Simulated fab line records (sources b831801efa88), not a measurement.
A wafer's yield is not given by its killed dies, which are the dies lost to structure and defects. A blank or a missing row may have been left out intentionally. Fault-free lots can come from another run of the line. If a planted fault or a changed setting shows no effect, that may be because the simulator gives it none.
A struck lot beside a sound one + flow sky130 + 19 steps out of a route of 708
Sound: wafers L181.1, L181.4, L181.5. Wafers L183.3, L183.5, L183.6 were the ones struck. The cause is given at the end.
Each step with rows lists, per side, the tool, then ch with its chambers, then its first start. Under that, the readings that differ: sound wafers + struck wafers + difference of the means + sigmas: that difference in standard deviations of wafers without a fault.
alike: readings with means less than 2 such deviations apart, plus words and numbers identical on both sides. not compared: withheld readings, readings lacking a value on some wafer, bounds such as >300 that could conceal the same value, and numbers that have no deviation in the record and whose values overlap.
A row with sigmas, a row that says differs or no value, or rows on one side alone: a step with any of these is where the two part. Numbers that don't overlap but have no deviation are shown without sigmas and don't part them. A reading missing from all wafers of one side parts the sides only when that side holds two or more wafers.

first, 3 steps without rows for these wafers: SKY_POLY_CUT_EXPOSE_05 (exposes mask NPCM, target cd 270 nm); SKY_POLY_CUT_PEB_06; SKY_POLY_CUT_DEVELOP_07 (develop time 60 s).
SKY_POLY_CUT_CD_MEAS_08: the cd target is 270 nm.
  sound: cd sem-01 at day 26 05:10; struck: cd sem-02 at day 26 20:14
  alike: cd nm
SKY_POLY_CUT_OVL_MEAS_09:
  sound: overlay-01 at day 26 05:17; struck: overlay-01 at day 26 20:19
  alike: POLY_CUT_OVL
SKY_POLY_CUT_ETCH_10: etches BARC in N2/H2, stops on SiO2, time 45.9 s, target depth 60 nm.
  sound on rie diel-03 ch 0,1, day 26 05:19; struck on rie diel-01 ch 2,3, day 26 20:22
  alike: drypump motor current A, n2 flow sccm, oes product au, throttle valve pct
  not compared: rf hours counter h
SKY_POLY_CUT_ETCH_11: etches Si3N4 in CF4/CH2F2/Ar, stops on poly-Si, time 42.5 s, target depth 60 nm.
  sound on rie diel-03 ch 0,1, day 26 05:22; struck on rie diel-01 ch 2,3, day 26 20:26
  alike: cf4 flow sccm, ch2f2 flow sccm, drypump motor current A, oes product au, throttle valve pct
  not compared: rf hours counter h
SKY_POLY_CUT_STRIP_12: strips in O2/N2.
  sound on plasma asher-02 ch 0,1, day 26 05:24; struck on plasma asher-03 ch 0,1, day 26 20:30
  alike: drypump motor current A, n2 flow sccm, oes product au, strip time to endpoint s
  not compared: rf hours counter h
then, 4 steps without rows for these wafers: SKY_SD_P_DEHYDRATE_00 (time 60 s); SKY_SD_P_HMDS_01 (prime time 60 s); SKY_SD_P_COAT_02 (resist thk 1140 nm); SKY_SD_P_SOFTBAKE_03 (time 60 s).
SKY_SD_P_EXPOSE_04: exposes mask PSDM, target cd 380 nm.
  sound on iline stepper-02 ch 0, day 26 19:58; struck on iline stepper-02 ch 0, day 27 11:41
| reading                      | sound                   | struck            | difference | sigmas |
|------------------------------|-------------------------|-------------------|------------|--------|
| model.SD_P.overlay x nm (nm) | -0.7345 -0.7345 -0.7345 | 141.1 141.1 141.1 | +141.8     |        |
  alike: mask, focus offset nm
then, 2 steps without rows for these wafers: SKY_SD_P_PEB_05; SKY_SD_P_DEVELOP_06 (develop time 60 s).
SKY_SD_P_CD_MEAS_07: the cd target is 380 nm.
  sound: cd sem-02 at day 27 11:10; struck: cd sem-01 at day 28 00:54
  alike: cd nm
SKY_SD_P_OVL_MEAS_08:
  sound: overlay-01 at day 27 11:17; struck: overlay-02 at day 28 00:59
| reading       | sound       | struck            | difference | sigmas      |
|---------------|-------------|-------------------|------------|-------------|
| SD_P_OVL (nm) | 0.8 0.0 0.3 | 144.7 141.7 143.9 | +143.1     | +99 or more |
then, 1 step without rows for these wafers: SKY_SD_P_IMPLANT_09.
-- a jump in the record: the struck wafers' starts before and after are 20 days apart (it breaks off in module SD_P and resumes in module PAD_OPEN, where the first step shown is number 708 of the route) --
SKY_PAD_OPEN_PROBE_99:
  sound: prober-02 at day 47 13:08; struck: prober-02 at day 48 00:32
| reading                               | sound             | struck            | difference | sigmas |
|---------------------------------------|-------------------|-------------------|------------|--------|
| killed at front end                   | 26 24 14          | 49 33 55          | +24        | +5     |
| killed dies                           | 90 91 93          | 113 105 115       | +20        | +2     |
| model.etest.res pdiff.line ohm um     | 1363 1347 1336    | 1532 1569 1569    | +208       |        |
| model.etest.res high po.line ohm um   | 758 763.3 767.2   | 822.2 787.7 819.2 | +46.9      |        |
| model.etest.res high po.width nm (nm) | 346 347.4 345.6   | 319.1 320.2 320.6 | -26.4      |        |
| model.etest.res pdiff.width nm (nm)   | 144.5 145.8 146.3 | 128.5 126.7 128.3 | -17.7      |        |
  alike: killed_at_M0_to_M3, killed_at_M4_up, killed at contacts, killed at other, killed open, killed short

WHERE THEY PART
At SKY_SD_P_OVL_MEAS_08 first; at SKY_PAD_OPEN_PROBE_99 last (within this record only).

WHY: whatever the simulator had introduced
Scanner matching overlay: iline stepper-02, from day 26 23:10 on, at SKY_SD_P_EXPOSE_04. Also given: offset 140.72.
